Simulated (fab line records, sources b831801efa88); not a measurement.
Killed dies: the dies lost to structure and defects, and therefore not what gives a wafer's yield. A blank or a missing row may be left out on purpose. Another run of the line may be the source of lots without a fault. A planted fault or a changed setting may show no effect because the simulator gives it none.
Which tool did it? | flow gf180mcu | 18 wafers from 6 lots sampled at 2 of the route's 602 steps

## WHAT EACH GAUGE READ, for each wafer
GF_V5_BOW_MEAS_05.
lot  | measured     | on            | V5_BOW (um)
L390 | day 26 17:47 | film-metro-03 | 132 126 139
L393 | day 28 04:28 | film-metro-03 | 139 143 137
L396 | day 28 15:41 | film-metro-02 | 126 117 124
L406 | day 31 15:29 | film-metro-03 | 123 114 119
L409 | day 32 06:05 | film-metro-01 | 134 139 140
L411 | day 33 00:11 | film-metro-01 | 123 112 124

## WHAT TOOL EACH LOT RAN ON (gives the tool, then ch and the chambers of the sampled wafers, and finally the start)
lot  | GF_MIM_SPUTTER_00
L390 | pvd-sputter-02, day 24 21:02
L393 | pvd-sputter-02, day 26 07:58
L396 | pvd-sputter-02, day 26 21:29
L406 | pvd-sputter-03, day 30 00:49
L409 | pvd-sputter-03, day 30 17:32
L411 | pvd-sputter-04, day 31 12:12
- GF_MIM_SPUTTER_00: material Ti, target thk 37.5 nm, time 150 s.

## THE ANSWER, worked out from the rows above alone
Rule: the usual values come from the lots themselves. The widest of any qualifying gaps counts: lots, ordered by their means at a reading, are off when they make up no more than a third of the lots, leave a main group of 4 or more, and stand apart from it by 3 or more times the standard deviation of that group's means. Not used: any main group whose means are identical at the precision the tables above print for the reading. Also off: a lot with no number at a reading for which 4 or more lots have one. Any other lot the step has rows for is counted as sound.
None of the lots is off at any reading shown; this tells nothing.

## WHAT THE SIMULATOR HAD INSERTED
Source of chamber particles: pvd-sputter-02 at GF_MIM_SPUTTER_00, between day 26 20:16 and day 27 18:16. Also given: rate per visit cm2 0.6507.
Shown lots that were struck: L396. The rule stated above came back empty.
